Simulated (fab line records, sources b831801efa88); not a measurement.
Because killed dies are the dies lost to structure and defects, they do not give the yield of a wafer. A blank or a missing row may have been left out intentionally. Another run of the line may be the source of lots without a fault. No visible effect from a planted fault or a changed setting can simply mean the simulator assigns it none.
One fault through the eyes of 2 desks || flow gf180mcu || every desk sees just its own numbers, and what lay behind them comes last

## TOOL OWNER'S DESK, implanter-04
The tool's own readings at GF_HV_LDD_IMPLANT_36: means of the sampled wafers that have a number, for each lot that ran on this tool. The brackets show how far a lot's mean lies from the usual mean; more than 4 standard deviations puts the lot out of limits, marked OUT.
Columns: A = doseIonsCm2 at GF_HV_LDD_IMPLANT_36, usual 7.501e+12; B = faradayCurrentUA at GF_HV_LDD_IMPLANT_36, usual 42.2
{"lot": "L960", "first seen here": "day 12 07:23", "A": 7.504e+12, "B": 42.3}
{"lot": "L963", "first seen here": "day 12 23:39", "A": 7.496e+12, "B": 42.2}
{"lot": "L964", "first seen here": "day 13 14:17", "A": "6.783e+12 (-85) OUT", "B": "38.2 (-4.5) OUT"}
{"lot": "L965", "first seen here": "day 13 20:58", "A": "6.780e+12 (-86) OUT", "B": "37.6 (-5.1) OUT"}
{"lot": "L978", "first seen here": "day 18 05:59", "A": 7.499e+12, "B": 42.5}
{"lot": "L981", "first seen here": "day 19 05:25", "A": 7.495e+12, "B": 42.0}
This desk finds L964, L965 out of limits, L964 being first, at day 13 14:17 (doseIonsCm2 at GF_HV_LDD_IMPLANT_36). L960, L963, L978, L981 stayed within limits.

## METROLOGY DESK
Means of the sampled wafers that have a number, per lot and without regard to the tool the lot ran on: this is what the gauges read. The brackets show how far a lot's mean lies from the usual mean; more than 4 standard deviations puts the lot out of limits, marked OUT.
Columns: A = POLY_GATE_OVL at GF_POLY_GATE_OVL_MEAS_11, usual 4 nm; B = cdNm at GF_POLY_GATE_CD_MEAS_18, usual 279.7 nm; C = cdNm at GF_HV_LDD_CD_MEAS_31, usual 399.9 nm
{"lot": "L958", "first seen here": "day 9 03:37", "A": 8, "B": 277.9, "C": 400.5}
{"lot": "L959", "first seen here": "day 9 11:08", "A": 8, "B": 280.2, "C": 401.2}
{"lot": "L960", "first seen here": "day 9 21:01", "A": -3, "B": 278.9, "C": 401.7}
{"lot": "L961", "first seen here": "day 10 00:38", "A": 11, "B": 281.1, "C": 401.0}
{"lot": "L963", "first seen here": "day 10 11:41", "A": 4, "B": 283.1, "C": 396.8}
{"lot": "L964", "first seen here": "day 11 00:07", "A": 3, "B": 279.7, "C": 401.6}
{"lot": "L965", "first seen here": "day 11 08:13", "A": -3, "B": 277.3, "C": 400.6}
{"lot": "L974", "first seen here": "day 13 22:59", "A": 8, "B": 277.6, "C": 397.7}
{"lot": "L975", "first seen here": "day 14 07:10", "A": 0, "B": 283.4, "C": 401.6}
{"lot": "L976", "first seen here": "day 14 21:16", "A": -5, "B": 280.5, "C": 401.8}
{"lot": "L977", "first seen here": "day 15 02:35", "A": -2, "B": 281.5, "C": 396.4}
{"lot": "L978", "first seen here": "day 15 05:43", "A": 8, "B": 283.3, "C": 397.2}
{"lot": "L979", "first seen here": "day 15 11:01", "A": 5, "B": 278.0, "C": 402.7}
{"lot": "L981", "first seen here": "day 16 04:22", "A": 4, "B": 277.2, "C": 397.5}
Result from this desk: across the 14 lots, nothing is out of limits.

## TAKEN TOGETHER
At day 13 14:17, on L964, L965, the tool owner's desk was in a position to raise an alarm.
The metrology desk saw nothing out of limits.
The metrology desk has L964, L965 on record, within its limits.
On implanter-04, each named lot ran GF_HV_LDD_IMPLANT_36.

## WHAT THE SIMULATOR HAD PUT IN
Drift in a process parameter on implanter-04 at GF_HV_LDD_IMPLANT_36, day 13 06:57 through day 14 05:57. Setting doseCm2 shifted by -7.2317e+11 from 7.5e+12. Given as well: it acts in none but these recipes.
Struck lots among those shown: L964, L965.
Time in hours from fault onset to the first out-of-limits reading at each desk: the tool owner's desk, 7.
